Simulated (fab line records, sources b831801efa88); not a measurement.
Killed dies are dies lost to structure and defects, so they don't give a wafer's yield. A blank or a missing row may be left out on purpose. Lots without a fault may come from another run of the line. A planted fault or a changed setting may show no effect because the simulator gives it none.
fab line records | flow gf180mcu
record lots=6 wafers=18 last_day=34
route steps=602 shown VT_IMPLANT@95
lots that met no fault: from a run of the same line without faults
start_h: hours from the record's first day to the start of the lot's first wafer shown | wait_h: hours since the lot's step before | " the same as in the row above | L1.1+2: a row that stands for several wafers | - no value, or no start given | * or withheld: withheld | < > ~ a bound
route shown NAME@n: a module of which the file shows steps, and the number in the route of the first | usual: mean/standard deviation of fault-free wafers | same: alike in all rows | chamber/n: place in a boat | sites: the reading at each site | _std_site: their standard deviation | _edge_site: outer sites' mean less inner sites' | radius_mm: how far each site lies from the wafer's centre | mask NAME#n: copy n | behind: the tool/chamber that last shaped the wafer | hold: why the lot was held/for how many hours/how that ended | device: the transistor (n, p or np) that didn't switch | end of line: the same wafers' tests at the end of the route | a step without rows: its recipe alone | killed: dies lost to structure and defects at the first sort, not the wafer's yield | map: a wafer's dies, x killed, . not, _ none there
set.NAME: the setting as run; set.NAME@STEP: as run at that earlier step | model.NAME: the simulator's own value behind a step, which no gauge read
lots at some steps of the route; a table a step, a row a wafer
services: from which hour (start_h, from the record's first day; less than 0 if before it) a tool's chamber was out of use, for how many hours, and why
## steps
# step GF_VT_IMPLANT_PEB_05
# recipe temp_c=withheld time_s=* resist=NOVOLAK
# step GF_VT_IMPLANT_DEVELOP_06
# recipe develop_time_s=60 dev_temp_c=23
# step GF_VT_IMPLANT_OVL_MEAS_07
# usual VT_IMPLANT_OVL=0.6/1.3
# columns lot.wafer tool chamber start_h wait_h VT_IMPLANT_OVL[nm]
L390.2 overlay-02 - 109.73 0.1 1.7
L390.3 " - " " 2.5
L390.6 " - " " 2.6
L397.4 overlay-01 - 152.40 0.1 1.2
L397.5 " - " " 2.5
L397.6 " - " " 0.9
L404.1 overlay-02 - 198.89 0.1 -0.7
L404.2 " - " " -0.4
L404.4 " - " " 1.0
L405.2 overlay-02 - 205.04 0.1 -1.6
L405.3 " - " " 2.3
L405.5 " - " " 0.1
L408.3 overlay-02 - 221.75 0.1 2.3
L408.4 " - " " 0.6
L408.6 " - " " 1.3
L412.2 overlay-02 - 256.59 0.1 2.8
L412.4 " - " " 1.7
L412.6 " - " " 0.8
# step GF_VT_IMPLANT_IMPLANT_08
# recipe species=BF2 energy_kev=20 dose_cm2=8.098e+12 tilt_deg=7
# step GF_VT_IMPLANT_STRIP_09
# recipe chemistry=O2/N2 power_w=1400 pressure_mtorr=1500 platen_temp_c=250 o2_flow_sccm=3000 n2_flow_sccm=300 overash_fraction=0.5
# usual drypump_motor_current_A=5.82/0.21 heater_power_w=348/27 oes_product_au=0.717/0.0043 platen_temp_c=249.99/0.2 strip_time_to_endpoint_s=12.62/0.038
# columns lot.wafer tool chamber start_h wait_h drypump_motor_current_A heater_power_w oes_product_au platen_temp_c rf_hours_counter_h strip_time_to_endpoint_s
L390.2 plasma_asher-02 1 109.91 0.1 5.82 381 0.717 250.27 48 12.63
L390.3 " 0 " " 5.54 297 0.714 250.06 - 12.62
L390.6 " 0 " " 5.52 298 0.713 249.75 - 12.59
L397.4 plasma_asher-03 1 152.61 0.1 5.68 360 0.712 250.01 - 12.58
L397.5 " 1 " " 5.70 357 0.716 249.69 - 12.57
L397.6 " 0 " " 5.69 381 0.722 249.97 - 12.61
L404.1 plasma_asher-04 0 199.07 0.1 6.09 333 0.715 249.88 8 12.66
L404.2 " 1 " " 6.06 339 0.715 250.05 8 12.65
L404.4 " 0 " " 6.09 346 0.711 249.74 - 12.63
L405.2 plasma_asher-04 0 205.22 0.1 6.09 346 0.712 250.11 9 12.63
L405.3 " 0 " " 6.09 345 0.720 250.03 - 12.65
L405.5 " 0 " " 6.09 343 0.713 249.81 - 12.59
L408.3 plasma_asher-02 1 221.95 0.1 5.80 383 0.710 250.12 - 12.58
L408.4 " 0 " " 5.53 300 0.709 249.96 - 12.59
L408.6 " 1 " " 5.81 375 0.714 250.36 - 12.67
L412.2 plasma_asher-03 0 256.77 0.1 5.70 370 0.715 249.86 63 12.55
L412.4 " 1 " " 5.69 351 0.717 250.36 - 12.59
L412.6 " 0 " " 5.65 377 0.721 249.93 - 12.56
# step GF_VT_IMPLANT_TW_MEAS_10
# usual VT_IMPLANT_TW=559/4.6
# columns lot.wafer tool chamber start_h wait_h VT_IMPLANT_TW
L390.2 film_metro-04 - 110.02 0.1 559
L390.3 " - " " 557
L390.6 " - " " 556
L397.4 film_metro-04 - 152.70 0.1 559
L397.5 " - " " 561
L397.6 " - " " 559
L404.1 film_metro-04 - 199.17 0.1 553
L404.2 " - " " 558
L404.4 " - " " 556
L405.2 film_metro-04 - 205.33 0.1 560
L405.3 " - " " 555
L405.5 " - " " 553
L408.3 film_metro-03 - 222.04 0.1 558
L408.4 " - " " 556
L408.6 " - " " 557
L412.2 film_metro-01 - 256.88 0.1 564
L412.4 " - " " 565
L412.6 " - " " 565
# step GF_VT_IMPLANT_DEHYDRATE_11
# recipe temp_c=200 time_s=60
# step GF_VT_IMPLANT_HMDS_12
# recipe prime_time_s=60 prime_temp_c=120
# step GF_VT_IMPLANT_COAT_13
# recipe resist=NOVOLAK spin_rpm=3000 resist_thk_nm=1000
# step GF_VT_IMPLANT_SOFTBAKE_14
# recipe temp_c=90 time_s=60 resist=NOVOLAK
# step GF_VT_IMPLANT_EXPOSE_15
# recipe mask_id=Nwell_LV_AREA target_cd_nm=860 na=0.6 source_shape=conventional sigma_outer=0.6 dose_mj=140
# step GF_VT_IMPLANT_PEB_16
# recipe temp_c=withheld time_s=* resist=NOVOLAK
# step GF_VT_IMPLANT_DEVELOP_17
# recipe develop_time_s=60 dev_temp_c=23
# usual chill_plate_temp_C=22.99/0.1 develop_time_s=60/0
# columns lot.wafer tool chamber start_h wait_h chill_plate_temp_C develop_time_s
L390.2 litho_track-04 0 124.71 0.1 22.91 60
L390.3 " 0 " " 22.97 60
L390.6 " 0 " " 22.90 60
L397.4 litho_track-02 0 167.31 0.1 23.05 60
L397.5 " 0 " " 23.00 60
L397.6 " 0 " " 22.97 60
L404.1 litho_track-04 - 215.68 0.1 - -
L404.2 " - " " - -
L404.4 " - " " - -
L405.2 litho_track-03 - 222.50 0.1 - -
L405.3 " - " " - -
L405.5 " - " " - -
L408.3 litho_track-03 0 239.43 0.1 23.10 60
L408.4 " 0 " " 22.96 60
L408.6 " 0 " " 23.02 60
L412.2 litho_track-04 0 276.11 0.1 22.95 60
L412.4 " 0 " " 22.95 60
L412.6 " 0 " " 23.04 60
# step GF_VT_IMPLANT_OVL_MEAS_18
# usual VT_IMPLANT_01_OVL=-0.8/1.3
# columns lot.wafer tool chamber start_h wait_h VT_IMPLANT_01_OVL[nm]
L390.2 overlay-02 - 124.84 0.1 0.0
L390.3 " - " " -2.4
L390.6 " - " " -0.7
L397.4 overlay-02 - 167.40 0.1 -1.4
L397.5 " - " " 0.0
L397.6 " - " " -0.4
L404.1 overlay-01 - 215.83 0.1 -
L404.2 " - " " -
L404.4 " - " " -
L405.2 overlay-01 - 222.63 0.1 -
L405.3 " - " " -
L405.5 " - " " -
L408.3 overlay-02 - 239.54 0.1 -1.1
L408.4 " - " " -1.5
L408.6 " - " " -1.8
L412.2 overlay-02 - 276.24 0.1 -1.3
L412.4 " - " " -0.8
L412.6 " - " " -3.3
## services
# columns tool chamber start_h hours kind
plasma_asher-03 - 106.08 5.8 repair
plasma_asher-04 - 108.75 9.0 pm
plasma_asher-04 0 108.75 9.0 vent_cycle
plasma_asher-04 1 108.75 9.0 vent_cycle
plasma_asher-04 0 117.75 - clean
plasma_asher-04 1 117.75 - clean
plasma_asher-02 - 144.94 6.3 repair
plasma_asher-04 - 150.36 3.6 repair
plasma_asher-02 - 187.82 2.8 pm
## key
first_sign step=GF_VT_IMPLANT_DEVELOP_17 reading=tool_record direction=missing
effect none on later readings
met_at GF_VT_IMPLANT_DEVELOP_17
struck_wafers L404.1,L404.2,L404.4,L405.2,L405.3,L405.5
later_rows_left_out L404.1,L404.2,L404.4,L405.2,L405.3,L405.5
sort_left_out L404.1,L404.2,L404.4,L405.2,L405.3,L405.5
tester_left_out L404,L405
onset_between 124.71 215.68
fault kind=skipped_step_whole tool=litho_track-03,litho_track-04 chamber=- onset_h=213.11 steps=GF_VT_IMPLANT_DEVELOP_17 scope=struck_lots_only
# tester_left_out: of these lots the tester's yield and bins aren't shown, on N5 and GAA mostly nor the transistor test; their killed dies are dies lost to structure and defects alone, not to doping, threshold or leakage, so they don't give the yield
# sort_left_out: the simulated sort isn't trusted on such a fault, so these wafers' sort isn't shown, and their yield isn't known
# later_rows_left_out: the simulator's readings of these wafers behind a module that went badly wrong aren't trusted and aren't shown, but for the sort
